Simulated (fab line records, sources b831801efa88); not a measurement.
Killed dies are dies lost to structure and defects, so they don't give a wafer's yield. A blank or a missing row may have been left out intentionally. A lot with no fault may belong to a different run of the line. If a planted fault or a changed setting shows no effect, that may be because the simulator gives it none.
Code-filled problem report in 8D (eight disciplines) form	flow gf180mcu	the parts of the form that need people (team, actions taken, sign-off) are left out

1. WHAT IS WRONG
cdNm at GF_M5_CD_MEAS_07 reads a mean of 266.7 nm on 3 wafers of 1 lot; wafers without a fault read 279.7 nm with a standard deviation of 1.4. That puts it -9.3 standard deviations away from the usual mean.
The step: target cd 280 nm.
Earliest sighting: wafer L170.1 on cdSem-02 at day 31 14:20. The record has a number at this step for 36 wafers belonging to 12 lots. Rule for "out" (also "out of limits"): further than 4 standard deviations from the usual mean. The rest of the wafers with a number are treated as sound.

2. WHAT IT IS, AND WHAT IT ISN'T
question	is	is not
which readings at this step	cdNm	-
which lots	L170	L156, L157, L158, L159, L160, L161, L163, L165, L166, L167, L176
which wafers of those lots	all that have a number	-
read on which gauges	cdSem-02	cdSem-01
when	from day 31 14:20	up to then (30 sound wafers); but 3 sound wafers of L176 came after

3. WHAT RULES OUT EACH SUSPECT
Counting: any tool at a process step up to the reading is kept as a suspect provided that every lot that is out went through it and no sound lot did after the first of them.
- ruled out: the gauge at GF_M5_CD_MEAS_07. All the wafers that are out were read on cdSem-02, but those of them that GF_M5_EXPOSE_04 has rows for are out there too, on other tools.
- pecvd-01 at GF_MIM_CVD_05 (deposits Si3N4, target thk 42 nm, time 29.086 s): ruled out as a lasting fault. The sound lots L176 went through it after L170, its earliest lot that is out (day 30 02:14).
- pvdSputter-03 at GF_MIM_SPUTTER_07 (material TiN, target thk 60 nm, time 50 s): ruled out as a lasting fault. The sound lots L176 went through it after L170, its earliest lot that is out (day 30 02:20).
- krfScanner-02 at GF_M5_EXPOSE_04 (exposes mask Metal5, target cd 280 nm): kept. It ran the lot that is out, L170 (day 31 05:22), and no sound lot after that; its last sound lot up to then is L166 (day 30 05:32). Out on those wafers are its own readings of exposureDoseMJCm2.
Left after counting: krfScanner-02 at GF_M5_EXPOSE_04.

4. THE CAUSE (what the simulator had put in)
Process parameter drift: krfScanner-02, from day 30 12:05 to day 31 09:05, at GF_M5_EXPOSE_04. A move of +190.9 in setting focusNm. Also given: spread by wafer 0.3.
The count eliminated every tool but this one.

5. THE CHAIN OF EFFECTS, in route order
Each row: a reading whose mean over the struck wafers that have a number lies more than 3 standard deviations from the usual. Only readings for which the record gives a usual standard deviation are gone through. hours: the time from each lot's start at the first step in this table that gives one to its start at this step, as a median over the lots. sigmas: the change in usual standard deviations.
hours	step	reading	usual	on struck wafers	change	sigmas
0	GF_M5_EXPOSE_04	exposureDoseMJCm2	28.00	27.58	-0.42	-6.0
9	GF_M5_CD_MEAS_07	cdNm	279.7 nm	266.7	-13.0	-9.3
It contains these process steps:
- GF_M5_EXPOSE_04: exposes mask Metal5, target cd 280 nm.

6. WHAT WOULD HAVE CAUGHT IT SOONER
26 hours passed between the start of the fault at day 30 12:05 and the first reading out of limits at a measuring or inspecting step in this record, taken at day 31 14:20.
At GF_M5_EXPOSE_04, the tool's own readings (exposureDoseMJCm2) were out on each struck wafer the step has a row for, so an alarm limit on them would have fired on the first such wafer.
Each of the lots that are out, 1 in all, had begun GF_M5_EXPOSE_04 on krfScanner-02 no later than day 31 14:20. Had the tool been put on hold then, not one of them would have been saved.
